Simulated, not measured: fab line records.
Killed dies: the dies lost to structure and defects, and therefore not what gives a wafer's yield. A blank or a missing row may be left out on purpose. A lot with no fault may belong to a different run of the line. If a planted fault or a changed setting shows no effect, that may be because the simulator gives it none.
fab line records	flow sky130
record lots=6	wafers=18	last-day=50
route steps=708 shown RES_XHIGH@341 SD_N@342 SD_P@359 SALICIDE@361 LI_CONTACT@362
lots that met no fault: from a run of the same line without faults
start-h: hours from the record's first day to the start of the lot's first wafer shown	wait-h: time in hours since the lot's previous step	" the same as in the row above	L1.1+2: several wafers, shown together as one row	- no value, or no start was given	* or withheld: withheld	< > ~ a bound
route shown NAME@n: a module of which the file shows steps, and the number in the route of the first	usual: the fault-free wafers' mean and standard deviation	same: alike in all rows	chamber/n: place in a boat	sites: readings site by site	_std_site: their standard deviation	_edge_site: mean of outer sites minus mean of inner sites	radius-mm: for every site, how far away it sits from the centre of the wafer	mask NAME#n: copy n	behind: the last tool/chamber to shape the wafer	hold: cause of the lot's hold/its duration in hours/its outcome	device: names the non-switching transistor (n, p or np)	end of line: tests of these same wafers at the route's end	a step with no rows: only its recipe	killed: dies that structure and defects cost at the first sort, which is not the same as the wafer's yield	map: per-die view of a wafer (x killed, . not killed, _ where there is no die)
set.NAME: the setting as run; set.NAME@STEP: as run at that earlier step	model.NAME: the simulator's own value behind a step, which no gauge read
lots at some steps of the route; a table a step, a row a wafer
services: the hour from which a tool's chamber was out of use, counted from the record's first day as start-h (under 0 if before that day), plus the number of hours and why
## steps
# step SKY_RES_XHIGH_TW_MEAS_09
# usual RES_XHIGH_TW=1631/12
lot.wafer	tool	chamber	start-h	wait-h	RES_XHIGH_TW
L773.1	film-metro-04	-	636.19	0.1	1638
L773.5	"	-	"	"	1645
L773.6	"	-	"	"	1640
L775.1	film-metro-03	-	654.56	0.1	1622
L775.2	"	-	"	"	1628
L775.6	"	-	"	"	1625
L781.1	film-metro-03	-	705.36	0.1	1624
L781.2	"	-	"	"	1628
L781.5	"	-	"	"	1628
L782.3	film-metro-01	-	707.49	0.1	1637
L782.4	"	-	"	"	1629
L782.6	"	-	"	"	1633
L791.1	film-metro-04	-	785.41	0.1	1646
L791.2	"	-	"	"	1640
L791.4	"	-	"	"	1653
L794.2	film-metro-03	-	796.40	0.1	1632
L794.3	"	-	"	"	1628
L794.5	"	-	"	"	1629
# step SKY_SD_N_DEHYDRATE_00
# recipe temp-c=200	time-s=60
# step SKY_SD_N_HMDS_01
# recipe prime-time-s=60	prime-temp-c=120
# step SKY_SD_N_COAT_02
# recipe resist=NOVOLAK	spin-rpm=3000	resist-thk-nm=1140
# step SKY_SD_N_SOFTBAKE_03
# recipe temp-c=90	time-s=60	resist=NOVOLAK
# step SKY_SD_N_EXPOSE_04
# recipe mask-id=NSDM	na=0.6	source-shape=conventional	sigma-outer=0.6	polarization=unpolarized	target-cd-nm=380	dose-mj=142.1
# step SKY_SD_N_PEB_05
# recipe temp-c=withheld	time-s=*	resist=NOVOLAK
# step SKY_SD_N_DEVELOP_06
# recipe resist=NOVOLAK	developer=TMAH	develop-time-s=60	dev-temp-c=23
# step SKY_SD_N_CD_MEAS_07
# recipe target-cd-nm=380
# usual cd-nm=381.1/2.6
lot.wafer	tool	chamber	start-h	wait-h	cd-nm
L773.1	cd-sem-02	-	665.02	0.1	381.0
L773.5	"	-	"	"	380.9
L773.6	"	-	"	"	380.9
L775.1	cd-sem-02	-	683.16	0.1	376.9
L775.2	"	-	"	"	376.0
L775.6	"	-	"	"	374.3
L781.1	cd-sem-02	-	733.51	0.1	380.7
L781.2	"	-	"	"	379.8
L781.5	"	-	"	"	380.6
L782.3	cd-sem-01	-	735.30	0.1	380.8
L782.4	"	-	"	"	380.2
L782.6	"	-	"	"	383.0
L791.1	cd-sem-01	-	812.61	0.1	379.8
L791.2	"	-	"	"	383.0
L791.4	"	-	"	"	384.4
L794.2	cd-sem-01	-	823.73	0.1	381.3
L794.3	"	-	"	"	379.9
L794.5	"	-	"	"	382.0
# step SKY_SD_N_OVL_MEAS_08
# usual SD_N_OVL=-0.1/1.3
lot.wafer	tool	chamber	start-h	wait-h	SD_N_OVL[nm]
L773.1	overlay-02	-	665.14	0.1	-1.0
L773.5	"	-	"	"	-0.9
L773.6	"	-	"	"	-2.1
L775.1	overlay-01	-	683.28	0.1	1.3
L775.2	"	-	"	"	1.8
L775.6	"	-	"	"	1.4
L781.1	overlay-02	-	733.63	0.1	-0.9
L781.2	"	-	"	"	0.4
L781.5	"	-	"	"	-0.5
L782.3	overlay-01	-	735.39	0.1	-0.5
L782.4	"	-	"	"	1.0
L782.6	"	-	"	"	1.6
L791.1	overlay-02	-	812.73	0.1	-3.5
L791.2	"	-	"	"	-3.5
L791.4	"	-	"	"	-1.5
L794.2	overlay-01	-	823.83	0.1	-1.1
L794.3	"	-	"	"	-0.1
L794.5	"	-	"	"	0.7
# step SKY_SD_N_IMPLANT_09
# recipe species=As	energy-kev=50	dose-cm2=4e+15	tilt-deg=0
# step SKY_SD_N_IMPLANT_10
# recipe species=P	energy-kev=20	dose-cm2=1e+14	tilt-deg=0
# step SKY_SD_N_STRIP_11
# recipe chemistry=O2/N2	power-w=1400	pressure-mtorr=1500	platen-temp-c=withheld	o2-flow-sccm=3000	n2-flow-sccm=300	overash-fraction=0.5
# usual chamber-pressure-mTorr=1500.2/1.3	drypump-motor-current-A=5.7/0.3	oes-product-au=0.527/0.0042	strip-time-to-endpoint-s=22.55/0.039
lot.wafer	tool	chamber	start-h	wait-h	chamber-pressure-mTorr	drypump-motor-current-A	oes-product-au	rf-hours-counter-h	strip-time-to-endpoint-s	model.NOVOLAK_of_SD_N_COAT_02.thk-nm
L773.1	plasma-asher-04	1	665.47	0.1	1499.5	5.9	0.517	21	22.57	0
L773.5	"	0	"	"	1501.8	5.2	0.532	-	22.51	0
L773.6	"	1	"	"	1500.2	5.8	0.529	-	22.53	0
L775.1	plasma-asher-01	1	683.61	0.1	1502.8	5.8	0.530	101	22.56	0
L775.2	"	0	"	"	1499.7	6.0	0.529	101	22.57	0
L775.6	"	0	"	"	1502.4	6.0	0.527	-	22.56	0
L781.1	plasma-asher-04	0	733.96	0.1	-	-	-	-	-	1142
L781.2	"	1	"	"	-	-	-	-	-	1141
L781.5	"	0	"	"	-	-	-	-	-	1141
L782.3	plasma-asher-04	0	735.75	0.1	-	-	-	-	-	1139
L782.4	"	1	"	"	-	-	-	-	-	1144
L782.6	"	1	"	"	-	-	-	-	-	1139
L791.1	plasma-asher-02	0	813.06	0.1	1500.2	6.1	0.529	99	22.60	0
L791.2	"	1	"	"	1502.7	5.6	0.526	99	22.58	0
L791.4	"	0	"	"	1498.1	6.1	0.531	-	22.58	0
L794.2	plasma-asher-01	0	824.16	0.1	1501.1	6.0	0.531	7	22.54	0
L794.3	"	0	"	"	1498.6	6.0	0.526	-	22.59	0
L794.5	"	0	"	"	1500.1	6.0	0.528	-	22.56	0
# step SKY_SD_N_TW_MEAS_12
# usual SD_N_TW=3984/30
lot.wafer	tool	chamber	start-h	wait-h	SD_N_TW
L773.1	film-metro-03	-	665.57	0.1	3935
L773.5	"	-	"	"	3934
L773.6	"	-	"	"	3964
L775.1	film-metro-04	-	683.71	0.1	4022
L775.2	"	-	"	"	4023
L775.6	"	-	"	"	4028
L781.1	film-metro-01	-	734.06	0.1	4001
L781.2	"	-	"	"	3986
L781.5	"	-	"	"	4007
L782.3	film-metro-01	-	735.83	0.1	3969
L782.4	"	-	"	"	3965
L782.6	"	-	"	"	3967
L791.1	film-metro-04	-	813.16	0.1	3954
L791.2	"	-	"	"	3928
L791.4	"	-	"	"	3955
L794.2	film-metro-01	-	824.27	0.1	3983
L794.3	"	-	"	"	3980
L794.5	"	-	"	"	3969
# step SKY_SD_N_CLEAN_13
# recipe chemistry=SC1/SC2	mix=1:4:20	temp-c=70	time-s=150	dry=n2-spin
# step SKY_SD_N_RTA_14
# recipe temp-c=1075	time-s=2	idle-temp-c=650	ramp-up-c-per-s=150	ramp-down-c-per-s=90	ambient=N2
# usual lamp-power-pct=15.74/0.052	wafer_temp_C_max=1078.1/1.3
lot.wafer	tool	chamber	start-h	wait-h	lamp-power-pct	wafer_temp_C_max
L773.1	rtp-anneal-01	0	665.68	0.0	15.62	1078.9
L773.5	"	0	"	"	15.79	1079.5
L773.6	"	0	"	"	15.74	1079.6
L775.1	rtp-anneal-01	0	683.82	0.0	15.71	1076.8
L775.2	"	0	"	"	15.78	1077.2
L775.6	"	0	"	"	15.67	1077.5
L781.1	rtp-anneal-01	0	734.17	0.0	15.75	1079.1
L781.2	"	0	"	"	15.70	1076.3
L781.5	"	0	"	"	15.74	1076.9
L782.3	rtp-anneal-02	0	735.94	0.0	15.72	1080.7
L782.4	"	0	"	"	15.67	1076.5
L782.6	"	0	"	"	15.70	1078.1
L791.1	rtp-anneal-01	0	813.28	0.0	15.81	1079.5
L791.2	"	0	"	"	15.68	1078.8
L791.4	"	0	"	"	15.73	1077.5
L794.2	rtp-anneal-02	0	824.38	0.0	15.79	1077.3
L794.3	"	0	"	"	15.74	1077.8
L794.5	"	0	"	"	15.77	1076.5
# step SKY_SD_N_RS_MEAS_16
# recipe thk-meas-gauge=four-point-probe
# usual SD_N_RS=68.50/0.11
lot.wafer	tool	chamber	start-h	wait-h	SD_N_RS[ohm/sq]
L773.1	film-metro-04	-	665.86	0.1	68.46
L773.5	"	-	"	"	68.55
L773.6	"	-	"	"	68.43
L775.1	film-metro-01	-	684.00	0.1	68.40
L775.2	"	-	"	"	68.41
L775.6	"	-	"	"	68.38
L781.1	film-metro-04	-	734.35	0.1	68.48
L781.2	"	-	"	"	68.37
L781.5	"	-	"	"	68.50
L782.3	film-metro-03	-	736.14	0.1	68.51
L782.4	"	-	"	"	68.64
L782.6	"	-	"	"	68.62
L791.1	film-metro-01	-	813.45	0.1	68.32
L791.2	"	-	"	"	68.40
L791.4	"	-	"	"	68.39
L794.2	film-metro-04	-	824.57	0.1	68.43
L794.3	"	-	"	"	68.63
L794.5	"	-	"	"	68.50
# step SKY_SD_N_RS_MEAS_17
# recipe thk-meas-gauge=four-point-probe
# usual SD_P_RS=146.9/0.34
lot.wafer	tool	chamber	start-h	wait-h	SD_P_RS[ohm/sq]
L773.1	film-metro-04	-	665.98	0.1	147.3
L773.5	"	-	"	"	146.9
L773.6	"	-	"	"	147.6
L775.1	film-metro-01	-	684.12	0.1	146.4
L775.2	"	-	"	"	147.3
L775.6	"	-	"	"	146.9
L781.1	film-metro-04	-	734.47	0.1	146.6
L781.2	"	-	"	"	146.8
L781.5	"	-	"	"	146.3
L782.3	film-metro-03	-	736.26	0.1	146.8
L782.4	"	-	"	"	147.0
L782.6	"	-	"	"	146.9
L791.1	film-metro-01	-	813.57	0.1	146.2
L791.2	"	-	"	"	146.6
L791.4	"	-	"	"	146.6
L794.2	film-metro-04	-	824.69	0.1	147.2
L794.3	"	-	"	"	146.8
L794.5	"	-	"	"	146.9
# step SKY_SD_N_RS_MEAS_18
# recipe thk-meas-gauge=four-point-probe
# usual RES_XHIGH_RS=335.5/1.2
lot.wafer	tool	chamber	start-h	wait-h	RES_XHIGH_RS[ohm/sq]
L773.1	film-metro-04	-	666.10	0.1	337.5
L773.5	"	-	"	"	336.7
L773.6	"	-	"	"	335.5
L775.1	film-metro-01	-	684.24	0.1	335.3
L775.2	"	-	"	"	335.2
L775.6	"	-	"	"	335.1
L781.1	film-metro-04	-	734.59	0.1	333.2
L781.2	"	-	"	"	333.4
L781.5	"	-	"	"	332.3
L782.3	film-metro-03	-	736.38	0.1	336.8
L782.4	"	-	"	"	336.4
L782.6	"	-	"	"	336.3
L791.1	film-metro-01	-	813.69	0.1	334.9
L791.2	"	-	"	"	333.8
L791.4	"	-	"	"	334.7
L794.2	film-metro-04	-	824.81	0.1	335.4
L794.3	"	-	"	"	336.3
L794.5	"	-	"	"	334.6
# step SKY_SALICIDE_CLEAN_00
# recipe chemistry=HF-last	time-s=30	dilution=100:1	dry=ipa-marangoni
# step SKY_LI_CONTACT_HDPCVD_00
# recipe material=PSG	target-thk-nm=930	sigma-open-frac=0.3	time-s=155	temp-c=600	sih4-flow-sccm=60	pressure-mtorr=6
# step SKY_LI_CONTACT_CMP_02
# recipe material=PSG	down-force-psi=4	platen-rpm=60	pad-velocity-m-s=0.94248
# usual motor-current-A=12.0/1	time-to-endpoint-s=33.4/2.5
lot.wafer	tool	chamber	start-h	wait-h	motor-current-A	time-to-endpoint-s
L773.1	cmp-02	2	666.45	0.1	11.3	36.0
L773.5	"	1	"	"	11.5	36.4
L773.6	"	2	"	"	11.5	36.5
L775.2	cmp-01	1	684.60	0.0	10.8	35.5
L775.1	"	2	"	"	14.4	34.6
L775.6	"	1	"	"	10.5	34.4
L781.2	cmp-01	0	734.89	0.0	10.9	32.0
L781.1	"	2	"	"	13.9	35.1
L781.5	"	0	"	"	11.2	29.1
L782.4	cmp-01	0	736.69	0.1	10.8	30.0
L782.3	"	1	"	"	10.3	35.5
L782.6	"	3	"	"	11.5	30.8
L791.1	cmp-02	0	813.99	0.1	13.0	30.4
L791.4	"	1	"	"	11.8	31.7
L791.2	"	2	"	"	10.6	30.6
L794.3	cmp-02	0	825.44	0.4	13.5	33.4
L794.2	"	1	"	"	11.3	35.3
L794.5	"	0	"	"	13.8	35.3
# step SKY_LI_CONTACT_BOW_MEAS_03
# recipe mode=bow
# usual LI_CONTACT_BOW=55/7.1
lot.wafer	tool	chamber	start-h	wait-h	hold	LI_CONTACT_BOW[um]
L773.1	film-metro-03	-	666.70	0.2	-	61
L773.5	"	-	"	"	-	52
L773.6	"	-	"	"	-	66
L775.1	film-metro-03	-	684.90	0.2	-	51
L775.2	"	-	"	"	-	55
L775.6	"	-	"	"	-	43
L781.1	film-metro-03	-	735.19	0.1	-	40
L781.2	"	-	"	"	-	49
L781.5	"	-	"	"	-	47
L782.3	film-metro-03	-	736.98	0.2	await-dispo/0.2h/release	32
L782.4	"	-	"	"	await-dispo/0.2h/release	37
L782.6	"	-	"	"	await-dispo/0.2h/release	50
L782.3	film-metro-03	-	737.26	0.3	-	-
L782.4	"	-	"	"	-	-
L782.6	"	-	"	"	-	-
L791.1	film-metro-04	-	814.29	0.2	-	55
L791.2	"	-	"	"	-	53
L791.4	"	-	"	"	-	59
L794.2	film-metro-01	-	825.71	0.2	-	49
L794.3	"	-	"	"	-	52
L794.5	"	-	"	"	-	60
## services
tool	chamber	start-h	hours	kind
plasma-asher-02	-	669.32	1.7	repair
cmp-01	-	674.86	0.8	repair
cmp-02	-	691.83	3.9	pm
plasma-asher-04	-	694.38	2.0	repair
cmp-02	-	705.73	0.9	repair
plasma-asher-01	-	716.47	2.8	pm
plasma-asher-01	-	733.67	12.8	repair
cmp-01	-	741.76	0.6	repair
cmp-02	-	744.00	4.0	pm
plasma-asher-01	-	746.46	9.0	pm
plasma-asher-01	0	746.46	9.0	vent-cycle
plasma-asher-01	1	746.46	9.0	vent-cycle
cmp-02	-	748.00	-	consumable-replace:conditioner
cmp-02	-	748.00	-	consumable-replace:pad
plasma-asher-01	0	755.46	-	clean
plasma-asher-01	1	755.46	-	clean
cmp-01	-	777.04	2.4	repair
cmp-02	-	782.32	0.3	repair
plasma-asher-02	-	806.72	0.6	repair
cmp-02	-	820.89	0.3	repair
cmp-01	-	823.42	4.8	pm
## key
first-sign step=SKY_SD_N_STRIP_11	reading=tool-record	direction=missing
effect step=SKY_LI_CONTACT_BOW_MEAS_03	reading=visit	direction=added
model-effect step=SKY_SD_N_STRIP_11	value=NOVOLAK_of_SD_N_COAT_02.thk-nm	without=0	struck=1141
met-at SKY_SD_N_STRIP_11
struck-wafers L781.1,L781.2,L781.5,L782.3,L782.4,L782.6
later-rows-left-out L781.1,L781.2,L781.5,L782.3,L782.4,L782.6
sort-left-out L781.1,L781.2,L781.5,L782.3,L782.4,L782.6
tester-left-out L781,L782
onset-between 665.47 733.96
fault kind=skipped-step-whole	tool=plasma-asher-04	chamber=-	onset-h=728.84	steps=SKY_SD_N_STRIP_11	scope=struck-lots-only
# tester-left-out: of these lots the tester's yield and bins aren't shown, on N5 and GAA mostly nor the transistor test; their killed dies are dies lost to structure and defects alone, not to doping, threshold or leakage, so they don't give the yield
# sort-left-out: the simulated sort isn't trusted on such a fault, so these wafers' sort isn't shown, and their yield isn't known
# later-rows-left-out: the simulator's readings of these wafers behind a module that went badly wrong aren't trusted and aren't shown, but for the sort
